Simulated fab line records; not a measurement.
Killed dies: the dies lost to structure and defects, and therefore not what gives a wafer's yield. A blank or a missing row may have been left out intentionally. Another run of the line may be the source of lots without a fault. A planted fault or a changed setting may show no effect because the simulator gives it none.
Which tool did it? | flow sky130 | 6 lots, 18 wafers sampled, at 1 step of a route of 708

== WHAT THE GAUGES READ, wafer by wafer ==
SKY_SD_N_RS_MEAS_17: measurement is done with a four-point probe.
lot  | measured     | on            | SD_P_RS (ohm/sq)
L825 | day 29 06:33 | film_metro-02 | 147.6 146.9 147.4
L831 | day 31 00:31 | film_metro-02 | 148.0 148.2 147.9
L835 | day 32 12:17 | film_metro-02 | 147.8 148.0 147.6
L841 | day 34 16:16 | film_metro-03 | 147.4 147.1 146.8
L845 | day 35 13:56 | film_metro-02 | 147.0 147.8 146.8
L844 | day 35 17:39 | film_metro-02 | 147.7 148.1 147.8

== TOOL THAT RAN EACH LOT (tool first, then ch and the chambers of the sampled wafers, then the start) ==
No process step before these readings appears in the record.

== THE ANSWER, worked out from the rows above alone ==
Rule: usual is defined by the lots themselves. The widest of any qualifying gaps counts: lots, ordered by their means at a reading, are off when they make up no more than a third of the lots, leave a main group of 4 or more, and stand apart from it by 3 or more times the standard deviation of that group's means. A main group is skipped when, at the precision printed for the reading in the tables above, its means are all equal. A lot without any number at a reading at which 4 lots or more have one is off too. Any other lot the step has rows for is counted as sound.
No lot is off on any of the readings shown, so nothing can be concluded from this.

== WHAT HAD BEEN PUT IN BY THE SIMULATOR ==
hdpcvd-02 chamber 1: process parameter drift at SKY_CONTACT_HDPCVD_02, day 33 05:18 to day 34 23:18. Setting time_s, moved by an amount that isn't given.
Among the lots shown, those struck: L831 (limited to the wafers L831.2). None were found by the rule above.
